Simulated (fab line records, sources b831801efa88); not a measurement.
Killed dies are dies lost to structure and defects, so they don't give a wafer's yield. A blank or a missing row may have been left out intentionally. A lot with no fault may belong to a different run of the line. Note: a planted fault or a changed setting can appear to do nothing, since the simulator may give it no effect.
Chamber matching	flow gf180mcu	GF_CONTACT_CVD_02 on pecvd-04: 3 sister chambers
The step deposits SiO2 from TEOS, target thk 860 nm, time 95.992 s. 3 wafers are shown with their chamber, then 7 later ones without.

== WAFERS, EACH WITH ITS CHAMBER ==
wafer	chamber	heater_power_w (W)
L331.1	1	643
L333.1	2	571
L333.2	0	631

== WAFERS WITH NO CHAMBER GIVEN ==
wafer	heater_power_w (W)
L333.6	675
L334.1	647
L334.4	661
L334.5	594
L336.2	671
L336.4	587
L336.5	757

== EACH ONE'S CHAMBER ==
wafer	from the rows above	in truth
L333.6	can't be placed: 1 or 0 or 2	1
L334.1	can't be placed: 1 or 0 or 2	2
L334.4	can't be placed: 1 or 0 or 2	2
L334.5	can't be placed: 2 or 0 or 1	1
L336.2	can't be placed: 1 or 0 or 2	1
L336.4	can't be placed: 2 or 0 or 1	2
L336.5	can't be placed: 1 or 0 or 2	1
0 of 7 placed correctly. Can't be placed from these rows: 7 (the true chamber is among the candidates in 7). Number placed wrongly: 0.
How it was worked out, from the rows above alone: a wafer's distance from a chamber is the root of the sum, over the readings, of the square of ((its reading less the chamber's mean) divided by the reading's scatter). If the next closest chamber is less than 2 further off than the closest, the wafer can't be placed; otherwise it belongs to the closest. For every chamber, the mean is computed from those of its wafers that are shown. The scatter: root of mean squared gap, hidden wafer to nearest shown wafer, with one shown wafer a chamber.
